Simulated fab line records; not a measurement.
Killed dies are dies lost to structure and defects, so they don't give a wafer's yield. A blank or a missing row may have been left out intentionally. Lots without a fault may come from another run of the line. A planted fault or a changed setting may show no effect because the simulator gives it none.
One fault seen from 2 desks | flow sfq line | every desk sees just its own numbers, and what lay behind them comes last

METROLOGY DESK
Means of the sampled wafers that have a number, per lot and without regard to the tool the lot ran on: this is what the gauges read. A lot is out of limits, marked OUT, if its mean lies more than 4 standard deviations from the usual mean; the brackets give that distance.
Columns: A = I3_BOW at SFQ_I3_BOW_MEAS_922, usual 2 um; B = I3_OVL at SFQ_I3_OVL_MEAS_923, usual 1 nm
lot  | first seen here | A   | B
L146 | day 38 06:13    | -2  | 1
L147 | day 38 15:13    | 6   | -2
L158 | day 43 00:45    | -1  | 1
L161 | day 43 08:38    | -2  | 1
L167 | day 44 09:13    | -12 | 1
L168 | day 45 20:13    | -5  | 7
This desk found nothing out of limits on any of the 6 lots.

TOOL OWNER'S DESK, rie diel-02
The tool's own readings at SFQ_TRILAYER_I3_VIA_BARC_OPEN_VIA_ETCH_121 (etches BARC in O2, target depth 125 nm, time 41.7 s): means of the sampled wafers that have a number, for each lot that ran on this tool. A lot is out of limits, marked OUT, if its mean lies more than 4 standard deviations from the usual mean; the brackets give that distance.
Columns: A = drypump motor current A at SFQ_TRILAYER_I3_VIA_BARC_OPEN_VIA_ETCH_121, usual 5.9 A; B = oes product au at SFQ_TRILAYER_I3_VIA_BARC_OPEN_VIA_ETCH_121, usual 0.685 a.u.; C = rf fwd power W at SFQ_TRILAYER_I3_VIA_BARC_OPEN_VIA_ETCH_121, usual 494.4 W
lot  | first seen here | A   | B     | C
L147 | day 44 04:15    | 5.7 | 0.681 | 496.7
L158 | day 48 19:50    | 6.1 | 0.681 | 428.3 (-25) OUT
L161 | day 49 07:46    | 6.3 | 0.686 | 363.1 (-50) OUT
L168 | day 51 21:49    | 5.8 | 0.690 | 496.2
Finding of this desk: L158, L161 out of limits; the first was L158 at day 48 19:50, on rf fwd power W at SFQ_TRILAYER_I3_VIA_BARC_OPEN_VIA_ETCH_121. Within limits: L147, L168.

PUT TOGETHER
An alarm could have come from the tool owner's desk at day 48 19:50, on L158, L161.
From the metrology desk's view, nothing was out of limits.
The metrology desk holds a record of L158, L161, inside its limits.
SFQ_TRILAYER_I3_VIA_BARC_OPEN_VIA_ETCH_121 was run on rie diel-02 by each of the lots named.

WHAT THE SIMULATOR PUT IN
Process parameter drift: rie diel-02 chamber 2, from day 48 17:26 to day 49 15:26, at SFQ_TRILAYER_I3_VIA_BARC_OPEN_VIA_ETCH_121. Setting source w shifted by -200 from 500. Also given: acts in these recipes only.
Lots struck among those shown: L158, L161.
Each desk's first reading out of limits, in hours after the fault started: the tool owner's desk, 2.
